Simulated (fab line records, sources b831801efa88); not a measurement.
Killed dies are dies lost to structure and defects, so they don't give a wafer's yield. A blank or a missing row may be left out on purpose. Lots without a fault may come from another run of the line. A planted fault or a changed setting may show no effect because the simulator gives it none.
One fault seen from 2 desks | flow sfq_line | each desk has only its own numbers; what lay behind them comes last

THE METROLOGY DESK
What the gauges read, lot by lot, whatever tool the lot ran on: means of the sampled wafers that have a number. A lot is out of limits, marked OUT, if its mean lies more than 4 standard deviations from the usual mean; the brackets give that distance.
Columns: A = R5_MONX_RS at SFQ_R5_RS_MEAS_933, usual 7.03 ohm/sq; B = R5_MONX_THK at SFQ_R5_THK_MEAS_934, usual 39.6 nm
lot  | first seen here | A              | B
L838 | day 56 13:07    | 6.95           | 39.6
L839 | day 56 20:44    | 6.92           | 40.0
L840 | day 57 00:10    | 7.11           | 39.2
L842 | day 57 08:44    | 9.56 (+32) OUT | 28.4 (-24) OUT
L844 | day 57 16:59    | 9.76 (+35) OUT | 28.0 (-25) OUT
L846 | day 58 02:04    | 9.69 (+34) OUT | 28.1 (-24) OUT
L847 | day 58 04:46    | 7.03           | 39.4
L849 | day 59 12:28    | 7.09           | 39.1
L852 | day 60 03:31    | 7.08           | 39.3
L854 | day 60 11:55    | 7.02           | 39.6
L856 | day 60 17:53    | 7.05           | 39.6
L857 | day 60 23:55    | 7.09           | 39.4
L858 | day 61 02:55    | 7.02           | 39.6
L859 | day 61 05:56    | 6.96           | 40.1
L860 | day 61 21:46    | 7.02           | 39.4
This desk's finding: out of limits on L842, L844, L846; first on L842, day 57 08:44 (R5_MONX_RS at SFQ_R5_RS_MEAS_933). In limits: L838, L839, L840, L847, L849, L852, L854, L856, L857, L858, L859, L860.

THE TOOL OWNER'S DESK: pvd_sputter-04
The tool's own readings at SFQ_TRILAYER_R5_DEP_SPUTTER_133 (material MoNx, target thk 40 nm, time 66.7 s): means of the sampled wafers that have a number, for each lot that ran on this tool. A lot is out of limits, marked OUT, if its mean lies more than 4 standard deviations from the usual mean; the brackets give that distance.
Columns: A = throttle_valve_pct at SFQ_TRILAYER_R5_DEP_SPUTTER_133, usual 29.9 %
lot  | first seen here | A
L839 | day 56 20:39    | 29.8
L840 | day 57 00:06    | 30.7
L842 | day 57 08:39    | 30.5
L844 | day 57 16:52    | 30.9
L846 | day 58 01:59    | 29.7
L859 | day 61 05:52    | 30.5
This desk's finding: nothing out of limits on any of the 6 lots.

PUT TOGETHER
The metrology desk could have raised an alarm at day 57 08:44, on L842, L844, L846.
The tool owner's desk saw nothing out of limits.
The tool owner's desk has L842, L844, L846 on record, within its limits.
Of the lots named, all ran SFQ_TRILAYER_R5_DEP_SPUTTER_133 on pvd_sputter-04.

WHAT THE SIMULATOR HAD PUT IN
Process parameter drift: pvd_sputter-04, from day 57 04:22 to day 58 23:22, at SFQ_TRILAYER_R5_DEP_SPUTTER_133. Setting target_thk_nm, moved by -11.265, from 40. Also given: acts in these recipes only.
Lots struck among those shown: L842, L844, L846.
Hours from the fault's start to each desk's first reading out of limits: the metrology desk, 4.
